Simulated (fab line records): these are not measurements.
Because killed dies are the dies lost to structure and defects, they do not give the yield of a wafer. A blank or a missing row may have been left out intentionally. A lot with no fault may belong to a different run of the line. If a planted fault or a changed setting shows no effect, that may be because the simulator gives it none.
A struck lot beside a sound one    flow gf180mcu    16 steps out of a route of 602
Sound: wafers L357.2, L357.3, L357.4. Wafers struck: L346.1, L346.2, L346.6. The cause is named last.
For every step that has rows: the tool of each side, followed by ch and its chambers, followed by its first start. Under that, the readings that differ: sound wafers    struck wafers    difference of the means    sigmas: that difference in standard deviations of wafers without a fault.
alike: same words and numbers on both sides, and readings whose means sit less than 2 such deviations apart. not compared: any withheld reading, any reading some wafer has no value for, any bound like >300 that may hide the same value, and any number with overlapping values for which the record gives no deviation.
The two part at a step that has a row with sigmas, a row that says differs or no value, or rows on one side only. Non-overlapping numbers with no deviation appear without sigmas and do not part them. A reading missing from all wafers of one side parts the sides only when that side holds two or more wafers.

GF_POLY_GATE_ETCH_13: etches poly-Si in HBr/Cl2, stops on SiO2, target depth 198.5 nm, time 69.6 s.
  sound on rieSi-01 ch 0,2,3, day 14 21:05; struck on rieSi-01 ch 1,2, day 11 17:52
  alike: biasW, drypumpMotorCurrentA, mfcCl2Sccm, oesProductAu, throttleValvePct
  not compared: rfHoursCounterH
GF_POLY_GATE_STRIP_14: strips in O2/N2.
  sound on plasmaAsher-01 ch 0,1, day 14 21:09; struck on plasmaAsher-04 ch 0,1, day 11 17:55
  alike: drypumpMotorCurrentA, heaterPowerW, n2FlowSccm, oesProductAu, platenTempC
  not compared: rfHoursCounterH
then, 2 steps without rows for these wafers: GF_POLY_GATE_CLEAN_15 (cleans in SC1/SC2, time 150 s); GF_POLY_GATE_OXIDATION_16 (stabilise 600 s, purge 300 s, target thk 4 nm).
GF_POLY_GATE_THK_MEAS_17:
  sound on filmMetro-04 at day 14 22:55; struck on filmMetro-01 at day 11 19:19
  alike: POLY_GATE_OXIDATION_THK
GF_POLY_GATE_CD_MEAS_18:
  sound on cdSem-01 at day 14 23:00; struck on cdSem-01 at day 11 19:23
  alike: cdNm
then, 6 steps without rows for these wafers: GF_HV_LDD_DEHYDRATE_00 (time 60 s); GF_HV_LDD_HMDS_01 (prime time 60 s); GF_HV_LDD_COAT_02 (resist thk 1000 nm); GF_HV_LDD_SOFTBAKE_03 (time 60 s); GF_HV_LDD_EXPOSE_04 (exposes mask Nplus LV AREA, target cd 400 nm); GF_HV_LDD_PEB_05.
GF_HV_LDD_DEVELOP_06: develop time 60 s.
  sound on lithoTrack-03 ch 0, day 15 20:09; struck on lithoTrack-03 ch 0, day 12 14:34
reading             sound              struck             difference  sigmas
developerTempC (C)  23.19 23.12 23.03  25.27 25.22 25.28  +2.14       +21
GF_HV_LDD_CD_MEAS_07: the cd target is 400 nm.
  sound on cdSem-01 at day 15 20:17; struck on cdSem-01 at day 12 14:43
reading    sound              struck             difference  sigmas
cdNm (nm)  396.8 399.5 399.0  391.2 392.5 391.6  -6.7        -2
GF_HV_LDD_OVL_MEAS_08:
  sound on overlay-01 at day 15 20:24; struck on overlay-01 at day 12 14:50
  alike: HV_LDD_OVL
GF_PASSIVATION_PROBE_99:
  rows exist in the record for the sound wafers here (prober-01, day 34 07:39), none for the struck ones

WHERE THEY PART
First at GF_HV_LDD_DEVELOP_06; last, within this record, at GF_PASSIVATION_PROBE_99.

WHY: what had been put in by the simulator
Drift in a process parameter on lithoTrack-03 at GF_HV_LDD_DEVELOP_06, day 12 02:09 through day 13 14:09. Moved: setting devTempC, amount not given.
